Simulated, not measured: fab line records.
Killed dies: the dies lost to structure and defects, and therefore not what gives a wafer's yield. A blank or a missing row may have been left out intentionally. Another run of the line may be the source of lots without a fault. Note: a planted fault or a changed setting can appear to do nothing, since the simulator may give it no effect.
Code-filled problem report in 8D (eight disciplines) form :: flow sky130 :: the parts of the form that need people (team, actions taken, sign-off) are left out

1. THE PROBLEM
oes-product-au at SKY_LI_CONTACT_ETCH_15 reads a mean of 0.882 a.u. on 3 wafers of 2 lots; wafers without a fault read 0.836 a.u. with a standard deviation of 0.0047. Relative to the usual mean, that is a shift of +9.7 standard deviations.
The step: etches PSG in C4F8/O2/Ar, stops on Si, target depth 600 nm.
First observed at day 31 16:27: wafer L489.1, on rie-diel-02. The record has a number at this step for 38 wafers belonging to 13 lots. Rule for "out" (also "out of limits"): further than 4 standard deviations from the usual mean. All remaining wafers that have a number are taken as sound.

2. WHAT IT IS, AND WHAT IT ISN'T
question: which readings at this step
is: oes-product-au
is not: -

question: which lots
is: L489, L491
is not: L486, L487, L499, L500, L501, L502, L504, L505, L506, L507, L508

question: which wafers of those lots
is: L489.1, L489.2, L491.1
is not: L491.4, L491.5

question: read on which tools
is: rie-diel-02, rie-diel-03
is not: rie-diel-04

question: when
is: from day 31 16:27
is not: up to then (6 sound wafers); but 29 sound wafers of L491, L499, L500, L501, L502, L504, L505, L506, L507, L508 came after

3. WHAT RULES OUT EACH SUSPECT
Counting: if a tool at a process step up to the reading ran every lot that is out, it stays a suspect. Sound lots after the first of them don't rule it out here, since some wafers of a struck lot are sound.
- cmp-01 at SKY_LI_CONTACT_CMP_02 (polishes PSG): kept. It ran every lot that is out, first L489 (day 30 11:18); its last sound lot up to then is L487 (day 29 01:25).
- Within cmp-01 at SKY_LI_CONTACT_CMP_02: the wafers that are out ran in chambers 0, 2; their sound lot-mates ran in chambers 1, 3.
Left after counting: cmp-01 at SKY_LI_CONTACT_CMP_02.

4. THE CAUSE (what the simulator had put in)
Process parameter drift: cmp-01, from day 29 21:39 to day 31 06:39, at SKY_LI_CONTACT_CMP_02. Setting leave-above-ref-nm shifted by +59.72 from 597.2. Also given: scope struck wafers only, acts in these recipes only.
After counting, this tool was the only one left.

5. SEQUENCE OF EFFECTS, ordered by route
Rows list readings where the struck wafers' mean (over those with a number) sits beyond 3 standard deviations from the usual. Only readings whose record carries a usual standard deviation are examined. hours: median over the lots of the time between each lot's start at the first step of this table that gives one and its start at this step. sigmas: the change, counted in usual standard deviations.
hours: 0
step: SKY_LI_CONTACT_ETCH_15
reading: oes-product-au
usual: 0.836 a.u.
on struck wafers: 0.882
change: +0.046
sigmas: +9.7
It contains these process steps:
- SKY_LI_CONTACT_ETCH_15: etches PSG in C4F8/O2/Ar, stops on Si, target depth 600 nm.

6. WHAT WOULD HAVE CAUGHT IT SOONER
In this record the first reading out of limits was taken at day 31 16:27, 43 hours after the fault began at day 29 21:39.
No tool reading at SKY_LI_CONTACT_CMP_02 that has a usual standard deviation in the record was out on any struck wafer, so an alarm limit of 4 standard deviations on those readings would not have fired.
Each of the lots that are out, 2 in all, had begun SKY_LI_CONTACT_CMP_02 on cmp-01 no later than day 31 16:27. A hold on the tool at that time would have spared none of them.
